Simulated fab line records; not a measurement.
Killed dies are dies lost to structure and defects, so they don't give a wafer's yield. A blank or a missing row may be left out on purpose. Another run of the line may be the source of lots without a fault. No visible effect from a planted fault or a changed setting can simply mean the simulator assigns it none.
Problem report in the 8D (eight disciplines) form, filled by code | flow gf180mcu | the parts of the form that need people (team, actions taken, sign-off) are left out

## 1. WHAT WENT WRONG
PASSIVATION_CVD_00_THK at GF_PASSIVATION_THK_MEAS_01 reads a mean of 923 nm on 1 wafer of 1 lot; wafers without a fault read 1003 nm with a standard deviation of 14. That is -5.7 standard deviations from the usual mean.
First observed at day 34 01:20: wafer L273.3, on filmMetro-04. The record has a number at this step for 30 wafers belonging to 10 lots. The rule behind "out" and "out of limits": a value lying over 4 standard deviations away from the usual mean. All remaining wafers that have a number are taken as sound.

## 2. WHAT IT IS, WHAT IT ISN'T
question                    | is                     | is not
which readings at this step | PASSIVATION_CVD_00_THK | -
which lots                  | L273                   | L253, L256, L257, L258, L260, L262, L265, L269, L274
which wafers of those lots  | L273.3                 | L273.2, L273.4
read on which gauges        | filmMetro-04           | filmMetro-03
when                        | from day 34 01:20      | up to then (26 sound wafers); but 3 sound wafers of L274 came after

## 3. SUSPECTS, AND WHAT RULES EACH OUT
Counting: if a tool at a process step up to the reading ran every lot that is out, it stays a suspect. Sound lots after the first of them don't rule it out here, since some wafers of a struck lot are sound.
- the gauge at GF_PASSIVATION_THK_MEAS_01: kept. All the wafers that are out were read on filmMetro-04, and no step on other tools shows them out.
- cmp-01 at GF_V4_CMP_26 (polishes, stops on SiO2, t overpolish 15 s, target thk 0 nm): kept. L273, the lot that is out, went through it at day 31 05:05; up to then, the latest sound lot through it was L269 at day 30 00:55.
- pvdSputter-03 at GF_MIM_SPUTTER_03 (material Ti, target thk 10 nm, time 6.7 s): kept. L273, the lot that is out, went through it at day 31 05:33; up to then, the latest sound lot through it was L258 at day 26 16:44.
- plasmaAsher-02 at GF_TOP_METAL_STRIP_17 (strips in O2/N2): kept. L273, the lot that is out, went through it at day 34 00:37; up to then, the latest sound lot through it was L269 at day 33 02:25.
- pecvd-03 at GF_PASSIVATION_CVD_00 (deposits SiO2 from TEOS, target thk 1000 nm, time 111.95 s): kept. L273, the lot that is out, went through it at day 34 01:14; up to then, the latest sound lot through it was L269 at day 33 02:59.
- Within cmp-01 at GF_V4_CMP_26: the wafers that are out ran in chamber 1; their sound lot-mates ran in chambers 0, 2.
- The sound lot-mates ran in chamber 1 of plasmaAsher-02 at GF_TOP_METAL_STRIP_17, but the wafers that are out ran in chamber 0.
- Within pecvd-03 at GF_PASSIVATION_CVD_00: the wafers that are out ran in chamber 2; their sound lot-mates ran in chambers 0, 1.
Left after counting: cmp-01 at GF_V4_CMP_26, pvdSputter-03 at GF_MIM_SPUTTER_03, plasmaAsher-02 at GF_TOP_METAL_STRIP_17, pecvd-03 at GF_PASSIVATION_CVD_00, filmMetro-04 at GF_PASSIVATION_THK_MEAS_01.

## 4. THE CAUSE (what the simulator had put in)
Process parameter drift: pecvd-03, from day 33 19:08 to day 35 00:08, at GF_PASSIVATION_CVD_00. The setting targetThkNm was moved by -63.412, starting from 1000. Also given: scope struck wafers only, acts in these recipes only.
Counting leaves 5 suspects; this tool is one of them.

## 5. THE EFFECT CHAIN, in route order
Each row: a reading where the mean over the struck wafers with a number is more than 3 standard deviations away from the usual. Scope: only readings with a usual standard deviation given in the record; hours: median across lots of the time from each lot's start at the first step in this table that gives one to its start at this step; sigmas: change in usual standard deviations.
hours | step                       | reading                | usual      | on struck wafers | change | sigmas
0     | GF_PASSIVATION_THK_MEAS_01 | PASSIVATION_CVD_00_THK | 1003 nm    | 923              | -80    | -5.7
14    | GF_PASSIVATION_ETCH_11     | oesProductAu           | 0.961 a.u. | 0.936            | -0.025 | -3.2
The process steps in it:
- GF_PASSIVATION_ETCH_11: etches the open film in CF4/O2, stops on TiN, target depth 1800 nm, time 400 s.

## 6. WHAT WOULD HAVE CAUGHT IT SOONER
The first out-of-limits reading at a measuring or inspecting step in this record came at day 34 01:20, 6 hours after the fault's start at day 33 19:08.
An alarm limit of 4 standard deviations would not have fired on the tool readings at GF_PASSIVATION_CVD_00 for which the record gives a usual standard deviation, since none of them was out on any struck wafer.
The start of GF_PASSIVATION_CVD_00 on pecvd-03 came by day 34 01:20 for every one of the lots that are out (1). Tool hold at that time: it would have spared none of them.
